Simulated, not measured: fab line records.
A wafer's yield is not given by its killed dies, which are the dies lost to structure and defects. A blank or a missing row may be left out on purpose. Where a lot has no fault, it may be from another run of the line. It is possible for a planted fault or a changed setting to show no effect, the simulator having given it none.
Chamber matching :: flow sky130 :: SKY_CONTACT_CMP_27 on cmp-01 has 4 sister chambers
The step polishes, stops on SiO2, t overpolish 15 s, target thk 0 nm. 4 wafers are shown with their chamber, then 6 later ones without.

## WAFERS PAIRED WITH THEIR CHAMBERS
wafer: L345.6
chamber: 0
motorCurrentA (A): 11.8

wafer: L351.4
chamber: 1
motorCurrentA (A): 10.1

wafer: L352.5
chamber: 3
motorCurrentA (A): 9.1

wafer: L352.6
chamber: 2
motorCurrentA (A): 12.2

## WAFERS WITH NO CHAMBER GIVEN
wafer: L361.1
motorCurrentA (A): 9.5

wafer: L361.3
motorCurrentA (A): 11.2

wafer: L361.4
motorCurrentA (A): 11.6

wafer: L362.3
motorCurrentA (A): 11.3

wafer: L362.4
motorCurrentA (A): 11.2

wafer: L362.6
motorCurrentA (A): 11.3

## WHICH CHAMBER EACH ONE RAN IN
wafer: L361.1
from the rows above: can't be placed: 3 or 1
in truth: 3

wafer: L361.3
from the rows above: can't be placed: 0 or 2 or 1
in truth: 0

wafer: L361.4
from the rows above: can't be placed: 0 or 2
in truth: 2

wafer: L362.3
from the rows above: can't be placed: 0 or 2 or 1
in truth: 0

wafer: L362.4
from the rows above: can't be placed: 0 or 2 or 1
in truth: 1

wafer: L362.6
from the rows above: can't be placed: 0 or 2 or 1
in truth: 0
Correctly placed: 0 of 6. Not placeable from these rows: 6 (in 6, the candidates include the true chamber). Placed wrongly: 0.
How it was worked out, from the rows above alone: a wafer's distance from a chamber is the root of the sum, over the readings, of the square of ((its reading less the chamber's mean) divided by the reading's scatter). The wafer belongs to the nearest chamber; if the next one is less than 2 further off, it can't be placed. For every chamber, the mean is computed from those of its wafers that are shown. The scatter (one wafer shown for each chamber): square how far every hidden wafer sits from the nearest shown wafer, average those squares and take the square root.
